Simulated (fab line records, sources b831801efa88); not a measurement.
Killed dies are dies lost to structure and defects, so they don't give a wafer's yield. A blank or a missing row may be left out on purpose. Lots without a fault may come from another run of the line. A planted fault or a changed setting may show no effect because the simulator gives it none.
fab line records | flow gf180mcu
record lots=6 wafers=18 last_day=34
route steps=602 shown M3@421 V3@429 M4@456 PASSIVATION@602
lots that met no fault: from a run of the same line without faults
start_h: hours from the record's first day to the start of the lot's first wafer shown | wait_h: hours since the lot's step before | " the same as in the row above | L1.1+2: a row that stands for several wafers | - no value, or no start given | * or withheld: withheld | < > ~ a bound
route shown NAME@n: a module of which the file shows steps, and the number in the route of the first | usual: mean/standard deviation of fault-free wafers | same: alike in all rows | chamber/n: place in a boat | sites: the reading at each site | _std_site: their standard deviation | _edge_site: outer sites' mean less inner sites' | radius_mm: how far each site lies from the wafer's centre | mask NAME#n: copy n | behind: the tool/chamber that last shaped the wafer | hold: why the lot was held/for how many hours/how that ended | device: the transistor (n, p or np) that didn't switch | end of line: the same wafers' tests at the end of the route | a step without rows: its recipe alone | killed: dies lost to structure and defects at the first sort, not the wafer's yield | map: a wafer's dies, x killed, . not, _ none there
set.NAME: the setting as run; set.NAME@STEP: as run at that earlier step | model.NAME: the simulator's own value behind a step, which no gauge read
lots at some steps of the route; a table a step, a row a wafer
services: from which hour (start_h, from the record's first day; less than 0 if before it) a tool's chamber was out of use, for how many hours, and why
## steps
# step GF_M3_PEB_12
# recipe peb_temp_c=135 peb_time_s=90 resist=KrF
# step GF_M3_DEVELOP_13
# recipe develop_time_s=60 dev_temp_c=21
# step GF_M3_CD_MEAS_14
# recipe target_cd_nm=280
# usual cd_nm=280.7/1.4
# columns lot.wafer tool chamber start_h wait_h cd_nm
L981.1 cd_sem-01 - 551.37 0.1 279.4
L981.3 " - " " 280.4
L981.6 " - " " 279.1
L982.2 cd_sem-02 - 567.96 0.1 281.2
L982.3 " - " " 281.1
L982.5 " - " " 282.0
L985.1 cd_sem-01 - 591.79 0.1 278.9
L985.4 " - " " 278.2
L985.6 " - " " 278.3
L986.3 cd_sem-01 - 605.48 0.1 280.6
L986.4 " - " " 280.3
L986.6 " - " " 280.3
L993.2 cd_sem-01 - 650.11 0.1 279.1
L993.3 " - " " 280.0
L993.5 " - " " 279.3
L995.1 cd_sem-02 - 661.78 0.1 282.1
L995.3 " - " " 280.8
L995.4 " - " " 281.5
# step GF_M3_OVL_MEAS_15
# usual M3_OVL=0/5.2
# columns lot.wafer tool chamber start_h wait_h M3_OVL[nm]
L981.1 overlay-02 - 551.49 0.1 2
L981.3 " - " " -6
L981.6 " - " " -2
L982.2 overlay-02 - 568.06 0.1 0
L982.3 " - " " -2
L982.5 " - " " -1
L985.1 overlay-01 - 591.91 0.1 -10
L985.4 " - " " -9
L985.6 " - " " -4
L986.3 overlay-02 - 605.57 0.1 -9
L986.4 " - " " 1
L986.6 " - " " -11
L993.2 overlay-01 - 650.21 0.1 3
L993.3 " - " " 9
L993.5 " - " " -2
L995.1 overlay-02 - 661.90 0.1 4
L995.3 " - " " -6
L995.4 " - " " -3
# step GF_M3_METAL_ETCH_16
# recipe chemistry=Cl2/BCl3 mask_material=KrF target_depth_nm=627.5 stop_on=SiO2 pressure_mtorr=8 icp_w=800 bias_w=140 Cl2_flow_sccm=80 bcl3_flow_sccm=40 time_s=104.6
# step GF_M3_STRIP_17
# recipe chemistry=O2/N2 power_w=1400 pressure_mtorr=1500 platen_temp_c=250 o2_flow_sccm=3000 n2_flow_sccm=300 overash_fraction=0.5
# step GF_M3_STRIP_18
# recipe chemistry=post_etch_residue_remover time_s=1200 temp_c=72.5
# step GF_M3_CLEAN_19
# recipe chemistry=DIW dry=n2_spin
# step GF_V3_CVD_00
# recipe material=SiO2 target_thk_nm=600 sigma_open_frac=0.3 temp_c=400 time_s=100 sih4_flow_sccm=60 pressure_mtorr=6
# step GF_V3_THK_MEAS_01
# recipe reads=SiO2_of_V3_CVD_00
# usual V3_CVD_00_THK=598/8
# columns lot.wafer tool chamber start_h wait_h V3_CVD_00_THK[nm]
L981.1 film_metro-02 - 552.25 0.0 591
L981.3 " - " " 588
L981.6 " - " " 589
L982.2 film_metro-02 - 568.82 0.0 588
L982.3 " - " " 595
L982.5 " - " " 591
L985.1 film_metro-01 - 592.70 0.0 605
L985.4 " - " " 603
L985.6 " - " " 596
L986.3 film_metro-02 - 606.48 0.1 592
L986.4 " - " " 594
L986.6 " - " " 593
L993.2 film_metro-04 - 651.00 0.0 591
L993.3 " - " " 607
L993.5 " - " " 608
L995.1 film_metro-01 - 663.01 0.0 596
L995.3 " - " " 594
L995.4 " - " " 598
# step GF_V3_CVD_02
# recipe material=SiO2 target_thk_nm=850 precursor=TEOS temp_c=400 time_s=94.851 rf_w=600
# step GF_V3_THK_MEAS_03
# recipe reads=SiO2_of_V3_CVD_02
# usual V3_CVD_02_THK=848/11
# columns lot.wafer tool chamber start_h wait_h V3_CVD_02_THK[nm]
L981.1 film_metro-02 - 552.43 0.1 841
L981.3 " - " " 844
L981.6 " - " " 857
L982.2 film_metro-04 - 568.95 0.0 829
L982.3 " - " " 835
L982.5 " - " " 850
L985.1 film_metro-01 - 592.83 0.0 842
L985.4 " - " " 859
L985.6 " - " " 857
L986.3 film_metro-01 - 606.61 0.1 833
L986.4 " - " " 853
L986.6 " - " " 856
L993.2 film_metro-02 - 651.17 0.1 859
L993.3 " - " " 850
L993.5 " - " " 873
L995.1 film_metro-01 - 663.14 0.0 835
L995.3 " - " " 836
L995.4 " - " " 847
# step GF_V3_CMP_04
# recipe material=SiO2 down_force_psi=4 platen_rpm=60 pad_velocity_m_s=0.94248
# usual motor_current_A=11.6/1.1 slurry_flow_ml_min=150.0/0.45 time_to_endpoint_s=80/6.1
# columns lot.wafer tool chamber start_h wait_h motor_current_A slurry_flow_ml_min time_to_endpoint_s model.SiO2_of_V3_CVD_02.thk_nm
L981.1 cmp-02 1 552.54 0.1 11.6 150.2 77 631.5
L981.3 " 3 " " 10.7 149.7 78 631.5
L981.6 " 1 " " 10.9 149.9 80 631.4
L982.3 cmp-01 0 569.05 0.1 12.4 150.1 68 631.4
L982.2 " 1 " " 10.9 150.1 68 631.8
L982.5 " 3 " " 12.1 151.0 81 633
L985.4 cmp-01 1 592.89 0.0 9.8 150.6 83 631.3
L985.1 " 0 " " 12.4 150.0 20 789.4
L985.6 " 2 " " 11.9 150.0 81 631.3
L986.3 cmp-01 2 606.70 0.1 11.9 149.6 75 632.6
L986.4 " 0 " " 12.4 150.8 24 790.4
L986.6 " 1 " " 11.0 149.9 84 634.2
L993.2 cmp-02 2 651.29 0.1 11.0 150.3 91 633.6
L993.3 " 3 " " 10.5 151.0 83 632.3
L993.5 " 2 " " 10.8 150.1 97 632.8
L995.4 cmp-02 0 663.25 0.1 13.7 150.4 84 633.1
L995.1 " 1 " " 11.5 150.3 73 632.9
L995.3 " 2 " " 11.9 149.9 82 634.1
# step GF_V3_BOW_MEAS_05
# recipe mode=bow
# usual V3_BOW=119/7.6
# columns lot.wafer tool chamber start_h wait_h V3_BOW[um]
L981.1 film_metro-04 - 552.79 0.2 108
L981.3 " - " " 114
L981.6 " - " " 115
L982.2 film_metro-04 - 569.32 0.2 120
L982.3 " - " " 116
L982.5 " - " " 119
L985.1 film_metro-01 - 593.19 0.1 123
L985.4 " - " " 114
L985.6 " - " " 116
L986.3 film_metro-02 - 606.99 0.2 119
L986.4 " - " " 125
L986.6 " - " " 130
L993.2 film_metro-01 - 651.61 0.3 117
L993.3 " - " " 117
L993.5 " - " " 118
L995.1 film_metro-02 - 663.50 0.1 117
L995.3 " - " " 111
L995.4 " - " " 125
# step GF_V3_DEHYDRATE_06
# recipe temp_c=200 time_s=60
# step GF_V3_HMDS_07
# recipe prime_time_s=60 prime_temp_c=120
# step GF_V3_COAT_08
# recipe resist=BARC temp_c=withheld time_s=withheld spin_rpm=withheld resist_thk_nm=withheld
# step GF_V3_COAT_09
# recipe resist=KrF spin_rpm=withheld resist_thk_nm=1000
# step GF_V3_SOFTBAKE_10
# recipe temp_c=130 time_s=60 resist=KrF
# step GF_V3_EXPOSE_11
# recipe mask_id=Via3 target_cd_nm=260 na=0.68 source_shape=conventional sigma_outer=0.6 dose_mj=38
# step GF_V3_PEB_12
# recipe peb_temp_c=135 peb_time_s=90 resist=KrF
# step GF_V3_DEVELOP_13
# recipe develop_time_s=60 resist=KrF dev_temp_c=21
# step GF_V3_CD_MEAS_14
# recipe target_cd_nm=260
# usual cd_nm=259.7/1.3
# columns lot.wafer tool chamber start_h wait_h cd_nm
L981.1 cd_sem-01 - 574.78 0.1 258.7
L981.3 " - " " 258.1
L981.6 " - " " 260.1
L982.2 cd_sem-01 - 591.29 0.1 257.8
L982.3 " - " " 258.7
L982.5 " - " " 258.9
L985.1 cd_sem-02 - 614.07 0.1 258.4
L985.4 " - " " 258.5
L985.6 " - " " 259.5
L986.3 cd_sem-01 - 627.31 0.1 259.4
L986.4 " - " " 260.8
L986.6 " - " " 259.7
L993.2 cd_sem-01 - 670.36 0.1 259.5
L993.3 " - " " 259.6
L993.5 " - " " 259.2
L995.1 cd_sem-02 - 682.54 0.1 258.5
L995.3 " - " " 258.7
L995.4 " - " " 259.2
# step GF_V3_OVL_MEAS_15
# usual V3_OVL=-2/5.7
# columns lot.wafer tool chamber start_h wait_h V3_OVL[nm]
L981.1 overlay-02 - 574.90 0.1 -4
L981.3 " - " " -7
L981.6 " - " " -7
L982.2 overlay-01 - 591.39 0.1 8
L982.3 " - " " -2
L982.5 " - " " 0
L985.1 overlay-01 - 614.19 0.1 1
L985.4 " - " " -4
L985.6 " - " " -5
L986.3 overlay-01 - 627.40 0.1 -4
L986.4 " - " " -15
L986.6 " - " " -6
L993.2 overlay-01 - 670.47 0.1 7
L993.3 " - " " 5
L993.5 " - " " 4
L995.1 overlay-02 - 682.66 0.1 -8
L995.3 " - " " -6
L995.4 " - " " 4
# step GF_V3_ETCH_16
# recipe chemistry=N2/H2 target_depth_a=withheld overetch_a=withheld time_s=withheld target=BARC ion_energy_ev=200 source_w=500 bias_w=100 pressure_mtorr=30 n2_flow_sccm=100 h2_flow_sccm=200
# usual drypump_motor_current_A=5.9/0.33 h2_flow_sccm=199.9/0.65 oes_product_au=0.854/0.0054 throttle_valve_pct=13.226/0.009
# columns lot.wafer tool chamber start_h wait_h drypump_motor_current_A h2_flow_sccm oes_product_au throttle_valve_pct
L981.1 rie_diel-02 0 574.94 0.0 5.5 200.0 0.855 13.223
L981.3 " 3 " " 6.0 199.2 0.857 13.224
L981.6 " 1 " " 5.9 200.3 0.848 13.228
L982.2 rie_diel-04 0 591.42 0.0 6.0 201.0 0.855 13.214
L982.3 " 2 " " 5.1 199.9 0.854 13.217
L982.5 " 3 " " 5.7 200.2 0.858 13.225
L985.1 rie_diel-04 1 614.22 0.0 6.6 200.6 0.852 13.236
L985.4 " 2 " " 5.1 201.0 0.855 13.219
L985.6 " 1 " " 6.5 200.9 0.865 13.227
L986.3 rie_diel-03 1 627.42 0.0 5.8 199.9 0.852 13.233
L986.4 " 3 " " 6.3 199.8 0.846 13.205
L986.6 " 2 " " 6.1 200.6 0.853 13.230
L993.2 rie_diel-02 0 670.50 0.0 5.5 199.7 0.854 13.231
L993.3 " 2 " " 6.3 198.9 0.850 13.213
L993.5 " 1 " " 5.9 199.1 0.855 13.218
L995.1 rie_diel-03 0 682.70 0.0 5.5 200.1 0.852 13.241
L995.3 " 1 " " 5.8 199.5 0.852 13.218
L995.4 " 2 " " 6.1 199.7 0.851 13.221
# step GF_V3_ETCH_17
# recipe chemistry=C4F8/O2/Ar mask_material=KrF target=SiO2 stop_on=TiN source_w=1500 bias_w=1200 pressure_mtorr=40 c4f8_flow_sccm=withheld O2_flow_sccm=6 Ar_flow_sccm=300 time_s=withheld target_depth_a=6350
# usual oes_product_au=0.856/0.0044
# columns lot.wafer tool chamber start_h wait_h oes_product_au model.V3.feature_depth_nm model.etch.depth_nm
L981.1 rie_diel-02 0 - - 0.854 631.5 631.5
L981.3 " 3 " " 0.860 631.5 631.5
L981.6 " 1 " " 0.851 631.4 631.4
L982.2 rie_diel-04 0 - - 0.860 631.8 631.8
L982.3 " 2 " " 0.854 631.4 631.4
L982.5 " 3 " " 0.854 633 633
L985.1 rie_diel-04 1 - - 0.971 789.4 789.4
L985.4 " 2 " " 0.849 631.3 631.3
L985.6 " 1 " " 0.851 631.3 631.3
L986.3 rie_diel-03 1 - - 0.854 632.6 632.6
L986.4 " 3 " " 0.972 790.4 790.4
L986.6 " 2 " " 0.862 634.2 634.2
L993.2 rie_diel-02 0 - - 0.859 633.6 633.6
L993.3 " 2 " " 0.854 632.3 632.3
L993.5 " 1 " " 0.855 632.8 632.8
L995.1 rie_diel-03 0 - - 0.861 632.9 632.9
L995.3 " 1 " " 0.854 634.1 634.1
L995.4 " 2 " " 0.851 633.1 633.1
# step GF_V3_STRIP_18
# recipe chemistry=O2/N2 power_w=1400 pressure_mtorr=1500 platen_temp_c=250 o2_flow_sccm=3000 n2_flow_sccm=300 overash_fraction=0.5
# step GF_V3_STRIP_19
# recipe chemistry=post_etch_residue_remover time_s=1200 temp_c=72.5
# step GF_V3_CLEAN_20
# recipe chemistry=DIW dry=n2_spin
# step GF_V3_SPUTTER_21
# recipe material=Ti target_thk_nm=15 chamber_pressure_pa=5 power_w=2500 substrate_temp_c=200 time_s=80.02
# usual throttle_valve_pct=30.3/0.97
# columns lot.wafer tool chamber start_h wait_h throttle_valve_pct
L981.1 pvd_sputter-03 - 575.60 0.0 31.7
L981.3 " - " " 28.3
L981.6 " - " " 28.7
L982.2 pvd_sputter-03 - 592.09 0.0 28.3
L982.3 " - " " 31.1
L982.5 " - " " 28.5
L985.1 pvd_sputter-04 - 614.90 0.0 28.8
L985.4 " - " " 31.1
L985.6 " - " " 30.0
L986.3 pvd_sputter-01 - 628.12 0.0 30.3
L986.4 " - " " 31.2
L986.6 " - " " 31.1
L993.2 pvd_sputter-04 - 671.16 0.0 29.8
L993.3 " - " " 31.4
L993.5 " - " " 28.7
L995.1 pvd_sputter-04 - 683.37 0.0 31.2
L995.3 " - " " 28.9
L995.4 " - " " 29.8
# step GF_V3_SPUTTER_22
# recipe material=TiN target_thk_nm=10 chamber_pressure_pa=5 power_w=4000 time_s=40
# usual throttle_valve_pct=30.2/0.97
# columns lot.wafer tool chamber start_h wait_h throttle_valve_pct
L981.1 pvd_sputter-03 - 575.66 0.0 31.8
L981.3 " - " " 28.2
L981.6 " - " " 28.6
L982.2 pvd_sputter-03 - 592.15 0.0 28.6
L982.3 " - " " 30.5
L982.5 " - " " 28.5
L985.1 pvd_sputter-04 - 614.96 0.0 28.9
L985.4 " - " " 31.0
L985.6 " - " " 29.8
L986.3 pvd_sputter-01 - 628.19 0.0 30.0
L986.4 " - " " 31.1
L986.6 " - " " 30.9
L993.2 pvd_sputter-04 - 671.22 0.0 29.9
L993.3 " - " " 31.1
L993.5 " - " " 28.6
L995.1 pvd_sputter-04 - 683.43 0.0 31.2
L995.3 " - " " 28.7
L995.4 " - " " 30.2
# step GF_V3_CVD_23
# recipe material=W target_thk_nm=350 time_s=104.9 temp_c=400 pressure_torr=40
# usual heater_power_outer_w=509/83 heater_power_w=841/110
# columns lot.wafer tool chamber start_h wait_h heater_power_outer_w heater_power_w
L981.1 cvd_w-02 1 575.70 0.0 484 825
L981.3 " 0 " " 473 805
L981.6 " 0 " " 462 789
L982.2 cvd_w-01 0 592.19 0.0 420 721
L982.3 " 1 " " 659 1032
L982.5 " 0 " " 422 715
L985.1 cvd_w-02 0 615.00 0.0 470 781
L985.4 " 0 " " 467 793
L985.6 " 0 " " 462 789
L986.3 cvd_w-01 1 628.26 0.1 633 1044
L986.4 " 0 " " 433 730
L986.6 " 0 " " 416 733
L993.2 cvd_w-01 1 671.26 0.0 664 1045
L993.3 " 0 " " 431 677
L993.5 " 0 " " 427 704
L995.1 cvd_w-02 0 683.47 0.0 479 798
L995.3 " 1 " " 490 831
L995.4 " 0 " " 471 797
# step GF_V3_RS_MEAS_24
# recipe thk_meas_gauge=four-point-probe reads=W_of_V3_CVD_23+TiN_of_V3_SPUTTER_22+Ti_of_V3_SPUTTER_21
# usual V3_W_RS=0.327/0.0042
# columns lot.wafer tool chamber start_h wait_h V3_W_RS[ohm/sq]
L981.1 film_metro-02 - 575.81 0.1 0.328
L981.3 " - " " 0.326
L981.6 " - " " 0.329
L982.2 film_metro-04 - 592.32 0.1 0.326
L982.3 " - " " 0.322
L982.5 " - " " 0.329
L985.1 film_metro-04 - 615.12 0.1 0.332
L985.4 " - " " 0.331
L985.6 " - " " 0.330
L986.3 film_metro-01 - 628.38 0.1 0.323
L986.4 " - " " 0.325
L986.6 " - " " 0.325
L993.2 film_metro-02 - 671.39 0.1 0.326
L993.3 " - " " 0.334
L993.5 " - " " 0.332
L995.1 film_metro-02 - 683.58 0.1 0.331
L995.3 " - " " 0.329
L995.4 " - " " 0.332
# step GF_V3_THK_MEAS_25
# recipe thk_meas_gauge=xrf reads=W_of_V3_CVD_23
# usual V3_W_THK=344/4.9
# columns lot.wafer tool chamber start_h wait_h V3_W_THK[nm]
L981.1 film_metro-02 - 575.93 0.1 340
L981.3 " - " " 344
L981.6 " - " " 342
L982.2 film_metro-04 - 592.43 0.1 346
L982.3 " - " " 351
L982.5 " - " " 345
L985.1 film_metro-04 - 615.24 0.1 342
L985.4 " - " " 341
L985.6 " - " " 342
L986.3 film_metro-01 - 628.48 0.1 346
L986.4 " - " " 343
L986.6 " - " " 344
L993.2 film_metro-02 - 671.50 0.1 349
L993.3 " - " " 339
L993.5 " - " " 342
L995.1 film_metro-02 - 683.70 0.1 340
L995.3 " - " " 341
L995.4 " - " " 339
# step GF_V3_CMP_26
# recipe stop_on=SiO2 down_force_psi=3.5 platen_rpm=60 t_overpolish_s=15 target_thk_nm=0 pad_velocity_m_s=0.94248
# usual motor_current_A=10.7/1 slurry_flow_ml_min=150.0/0.46
# columns lot.wafer tool chamber start_h wait_h motor_current_A slurry_flow_ml_min model.SiO2_of_V3_CVD_02.thk_nm
L981.1 cmp-02 2 575.99 0.1 10.7 150.2 627.7
L981.3 " 3 " " 9.7 150.3 627.7
L981.6 " 3 " " 9.5 150.5 627.6
L982.2 cmp-02 3 592.48 0.0 10.0 149.9 628
L982.3 " 1 " " 10.4 150.2 627.6
L982.5 " 0 " " 13.0 150.2 629.2
L985.1 cmp-02 3 615.40 0.2 9.5 149.7 785.6
L985.4 " 0 " " 12.2 150.3 627.5
L985.6 " 1 " " 10.8 149.7 627.5
L986.3 cmp-02 3 628.57 0.1 9.6 150.2 628.8
L986.4 " 0 " " 13.0 150.1 786.6
L986.6 " 3 " " 10.0 150.3 630.4
L993.2 cmp-02 3 671.60 0.1 9.5 149.4 629.8
L993.3 " 1 " " 9.9 150.3 628.5
L993.5 " 2 " " 9.9 150.4 629.1
L995.1 cmp-01 0 683.76 0.1 11.2 150.5 629.2
L995.4 " 1 " " 9.8 149.7 629.4
L995.3 " 2 " " 10.3 149.3 630.3
# step GF_M4_SPUTTER_00
# recipe material=Ti target_thk_nm=37.5 arriving_ion_energy_ev=80 substrate_temp_c=200 chamber_pressure_pa=2 power_w=4000 time_s=150
# usual throttle_valve_pct=30.1/1
# columns lot.wafer tool chamber start_h wait_h throttle_valve_pct
L981.1 pvd_sputter-04 - 576.29 0.2 31.1
L981.3 " - " " 28.6
L981.6 " - " " 29.9
L982.2 pvd_sputter-02 - 592.78 0.2 29.9
L982.3 " - " " 31.3
L982.5 " - " " 31.6
L985.1 pvd_sputter-02 - 615.60 0.1 29.9
L985.4 " - " " 29.6
L985.6 " - " " 31.4
L986.3 pvd_sputter-02 - 628.82 0.2 28.8
L986.4 " - " " 30.0
L986.6 " - " " 28.9
L993.2 pvd_sputter-04 - 671.85 0.2 28.7
L993.3 " - " " 29.8
L993.5 " - " " 30.8
L995.1 pvd_sputter-02 - 684.06 0.2 30.2
L995.3 " - " " 31.7
L995.4 " - " " 30.2
# step GF_PASSIVATION_PROBE_99
# columns lot.wafer tool chamber start_h wait_h model.etest.via3_chain.rc_ohm model.etest.met4_comb.leak_log10_a_um
L981.1 prober-02 - 723.84 0.1 6.406 -11.95
L981.3 prober-02 - 723.94 0.2 6.317 -12
L981.6 prober-02 - 724.09 0.2 6.483 -11.96
L982.2 prober-01 - 737.87 0.1 6.337 -11.92
L982.3 prober-01 - 737.92 0.2 6.338 -12.11
L982.5 prober-01 - 738.02 0.2 5.9 -12.01
L985.1 prober-01 - 756.57 0.1 6.974 -10.66
L985.4 prober-01 - 756.72 0.2 6.273 -11.96
L985.6 prober-01 - 756.82 0.2 6.197 -12.1
L986.3 prober-02 - 767.59 0.2 6.408 -11.91
L986.4 prober-02 - 767.64 0.2 11.82 -11.39
L986.6 prober-02 - 767.74 0.2 6.876 -11.59
L993.2 prober-01 - 801.66 0.1 6.903 -11.81
L993.3 prober-01 - 801.71 0.2 6.371 -11.95
L993.5 prober-01 - 801.81 0.2 6.479 -12.15
L995.1 prober-01 - 809.99 0.1 6.449 -11.63
L995.3 prober-01 - 810.09 0.2 6.385 -11.63
L995.4 prober-01 - 810.14 0.2 6.453 -12.11
# killed by level:class
L981.1 V5:geometric_particle:open=6 V2:geometric_particle:open=5 V1:geometric_particle:open=4 V4:geometric_particle:open=4 M1:geometric_particle:open=3 POLY_GATE:geometric_particle:short=2 CONTACT:geometric_particle:open=2 M1:geometric_particle:short=2
L981.3 V3:geometric_particle:open=5 V4:geometric_particle:open=5 V4:geometric_particle:short=4 V1:geometric_particle:short=3 V1:geometric_particle:open=3 STI:geometric_particle:open=2 CONTACT:geometric_particle:short=2 CONTACT:geometric_particle:open=2
L981.6 V1:geometric_particle:open=5 V2:geometric_particle:open=5 CONTACT:geometric_particle:open=4 V5:geometric_particle:open=4 M1:geometric_particle:short=3 V1:geometric_particle:short=3 V4:geometric_particle:short=3 V5:geometric_particle:short=3
L982.2 V2:geometric_particle:open=7 V1:geometric_particle:short=4 V4:geometric_particle:open=4 M1:geometric_particle:short=3 M3:geometric_particle:short=3 V5:geometric_particle:short=3 V5:geometric_particle:open=3 CONTACT:geometric_particle:open=2
L982.3 V2:geometric_particle:short=4 CONTACT:geometric_particle:open=3 V1:geometric_particle:short=3 V1:geometric_particle:open=3 TOP_METAL:geometric_particle:short=3 STI:geometric_particle:short=2 M1:geometric_particle:short=2 M2:geometric_particle:short=2
L982.5 V4:geometric_particle:open=6 V5:geometric_particle:open=6 V3:geometric_particle:open=5 CONTACT:geometric_particle:open=4 M2:geometric_particle:short=4 V2:geometric_particle:open=4 STI:geometric_particle:open=3 V2:geometric_particle:short=3
L985.1 CONTACT:geometric_particle:open=4 V3:geometric_particle:open=4 M5:geometric_particle:short=4 STI:geometric_particle:open=3 V2:geometric_particle:open=3 STI:geometric_particle:short=2 M1:geometric_particle:short=2 M2:geometric_particle:short=2
L985.4 V3:geometric_particle:open=5 STI:geometric_particle:short=4 V5:geometric_particle:open=4 V1:geometric_particle:open=4 V4:geometric_particle:open=4 CONTACT:geometric_particle:open=3 V5:geometric_particle:short=3 V2:geometric_particle:short=2
L985.6 CONTACT:geometric_particle:open=5 V2:geometric_particle:open=5 V1:geometric_particle:open=4 M5:geometric_particle:short=4 V5:geometric_particle:open=3 V3:geometric_particle:short=3 STI:geometric_particle:short=2 STI:geometric_particle:open=2
L993.2 V4:geometric_particle:open=8 CONTACT:geometric_particle:open=8 V1:geometric_particle:open=4 V2:geometric_particle:open=4 V5:geometric_particle:open=4 V2:geometric_particle:short=3 V4:geometric_particle:short=2 STI:geometric_particle:short=2
L993.3 STI:geometric_particle:open=7 V3:geometric_particle:open=5 STI:geometric_particle:short=4 V1:geometric_particle:open=4 V5:geometric_particle:open=4 V4:geometric_particle:short=3 V4:geometric_particle:open=3 CONTACT:geometric_particle:short=2
L993.5 STI:geometric_particle:open=5 V1:geometric_particle:open=5 M5:geometric_particle:short=5 M2:geometric_particle:short=4 V2:geometric_particle:open=4 M3:geometric_particle:short=4 V4:geometric_particle:open=4 STI:geometric_particle:short=3
L995.1 V3:geometric_particle:open=8 STI:geometric_particle:open=5 V2:geometric_particle:open=5 V1:geometric_particle:short=4 V1:geometric_particle:open=4 STI:geometric_particle:short=3 V3:geometric_particle:short=3 CONTACT:geometric_particle:open=2
L995.3 CONTACT:geometric_particle:open=5 M1:geometric_particle:short=5 V5:geometric_particle:open=4 STI:geometric_particle:short=3 POLY_GATE:geometric_particle:open=3 V2:geometric_particle:open=3 V3:geometric_particle:open=3 SALICIDE:geometric_particle:open=2
L995.4 CONTACT:geometric_particle:open=9 V1:geometric_particle:open=5 STI:geometric_particle:short=4 M5:geometric_particle:short=4 CONTACT:geometric_particle:short=3 M4:geometric_particle:short=3 V5:geometric_particle:open=3 STI:geometric_particle:open=2
## services
# columns tool chamber start_h hours kind
cmp-01 - 529.40 1.8 repair
pvd_sputter-02 - 533.96 1.3 repair
rie_diel-03 3 534.96 5.5 repair
cmp-02 - 544.01 0.6 repair
pvd_sputter-04 1 550.82 - consumable_replace:kit
pvd_sputter-04 1 550.82 18.0 scheduled_down
pvd_sputter-04 1 550.82 18.0 vent_cycle
rie_diel-04 1 568.66 9.9 repair
cmp-01 - 572.00 4.0 pm
cmp-02 - 577.39 2.5 repair
pvd_sputter-01 - 583.79 0.5 repair
cmp-01 - 583.83 3.3 pm
cvd_w-01 - 586.70 0.9 repair
cmp-01 - 588.78 2.2 repair
rie_diel-02 0 589.76 10.9 repair
rie_diel-02 - 593.68 4.0 pm
cmp-02 - 608.44 3.8 repair
pvd_sputter-03 - 615.18 11.3 repair
pvd_sputter-01 - 618.44 1.8 repair
rie_diel-02 1 632.59 5.8 repair
pvd_sputter-04 0 647.81 - consumable_replace:kit
pvd_sputter-04 0 647.81 18.0 scheduled_down
pvd_sputter-04 0 647.81 18.0 vent_cycle
pvd_sputter-01 - 679.69 27.1 repair
## key
first_sign step=GF_V3_CMP_04 reading=time_to_endpoint_s direction=down sigmas=9.6 usual=* struck=*
effect step=GF_V3_ETCH_17 reading=oes_product_au direction=up sigmas=26 usual=0.856 struck=0.972
model_effect step=GF_V3_CMP_04 value=SiO2_of_V3_CVD_02.thk_nm without=631.7 struck=789.9
model_effect step=GF_V3_ETCH_17 value=V3.feature_depth_nm without=631.7 struck=789.9
model_effect step=GF_V3_CMP_26 value=SiO2_of_V3_CVD_02.thk_nm without=628 struck=786.1
model_effect step=GF_PASSIVATION_PROBE_99 value=etest.via3_chain.rc_ohm without=6.483 struck=9.399
met_at GF_V3_CMP_04
struck_wafers L985.1,L986.4
sort_left_out L986.4
onset_between 569.05 592.89
fault kind=process_parameter_drift tool=cmp-01 chamber=0 onset_h=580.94 steps=GF_V3_CMP_04 channel=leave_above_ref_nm offset=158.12 shape=step end_h=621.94 acts_in=these_recipes_only stated=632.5
# sort_left_out: the simulated sort isn't trusted on such a fault, so these wafers' sort isn't shown, and their yield isn't known
